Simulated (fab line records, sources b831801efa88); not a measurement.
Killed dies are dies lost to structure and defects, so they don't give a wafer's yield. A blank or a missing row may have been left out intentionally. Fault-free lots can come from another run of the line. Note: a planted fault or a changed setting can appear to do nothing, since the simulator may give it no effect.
Problem report, 8D (eight disciplines) form, completed by code ; flow gf180mcu ; the parts of the form that need people (team, actions taken, sign-off) are left out

1. THE PROBLEM
Wafers free of any fault read 4199 (standard deviation 29) for NSD_TW at GF_NSD_TW_MEAS_12, against a mean of 4448 on 6 wafers of 2 lots. Measured from the usual mean, that is +8.6 standard deviations.
First seen on wafer L378.4, day 16 03:42, on filmMetro-04. At this step, 36 wafers from 12 lots have a number in the record. The rule behind "out" and "out of limits": a value lying over 4 standard deviations away from the usual mean. The other wafers with a number count as sound.

2. WHAT IT IS AND WHAT IT IS NOT
question;is;is not
which readings at this step;NSD_TW;-
which lots;L378, L380;L373, L374, L383, L384, L386, L387, L389, L390, L391, L393
which wafers of those lots;all that have a number;-
read on which gauges;filmMetro-01, filmMetro-04;filmMetro-02
when;from day 16 03:42;"up to then (6 sound wafers); but 24 sound wafers of L383, L384, L386, L387, L389, L390, L391, L393 came after"

3. THE SUSPECTS, EACH WITH WHAT RULES IT OUT
Counting: a tool stays on the suspect list if, at a process step up to the reading, it processed all lots that are out and no sound lot following the first of them.
- ruled out: the gauge at GF_NSD_TW_MEAS_12. The wafers that are out were read on 2 gauges (filmMetro-01, filmMetro-04).
- implanter-02 at GF_NSD_IMPLANT_09: ruled out as a lasting fault. Following L378 (day 16 03:21), the first lot on it that is out, the sound lots L387, L390, L391, L393 were run on it.
- plasmaAsher-03 at GF_NSD_STRIP_11 (strips in O2/N2): ruled out as a lasting fault. Following L378 (day 16 03:37), the first lot on it that is out, the sound lots L384, L390 were run on it.
Left after counting: nothing in the record.

4. THE CAUSE (what the simulator had put in)
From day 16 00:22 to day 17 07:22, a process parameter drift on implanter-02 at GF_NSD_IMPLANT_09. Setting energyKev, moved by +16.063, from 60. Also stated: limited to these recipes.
It was ruled out by counting, in error; the rule expects a fault to strike all lots run on its tool from its start on, and this fault did not.

5. THE EFFECT CHAIN, in route order
One row per reading whose mean, taken over the struck wafers that have a number, lies over 3 standard deviations from the usual. Only readings for which the record gives a usual standard deviation are gone through. hours: the time from each lot's start at the first step in this table that gives one to its start at this step, as a median over the lots. sigmas: the change in usual standard deviations.
hours;step;reading;usual;on struck wafers;change;sigmas
0;GF_NSD_IMPLANT_09;beamEnergyKeV;59.997;76.064;+16.067;+99 or more
0;GF_NSD_STRIP_11;oesProductAu;0.487 a.u.;0.465;-0.022;-4.9
0;GF_NSD_STRIP_11;stripTimeToEndpointS;22.97 s;25.20;+2.23;+62
0;GF_NSD_TW_MEAS_12;NSD_TW;4199;4448;+248;+8.6
23;GF_PSD_RS_MEAS_14;NSD_RS;46.11 ohm/sq;42.13;-3.98;-31
Here are the process steps it includes:
- GF_NSD_IMPLANT_09
- GF_NSD_STRIP_11: strips in O2/N2.
At these later measuring or inspecting steps, every struck wafer for which the step has a row has a number for every such reading, and none has moved that far: GF_PSD_CD_MEAS_07.

6. WHAT WOULD HAVE CAUGHT IT SOONER
Counted from the fault's start at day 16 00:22, it took 3 hours until the first out-of-limits reading at a measuring or inspecting step in this record, taken at day 16 03:42.
Tool's own readings at GF_NSD_IMPLANT_09, beamEnergyKeV: out on all struck wafers the step has rows for; an alarm limit on them would have tripped on the first.
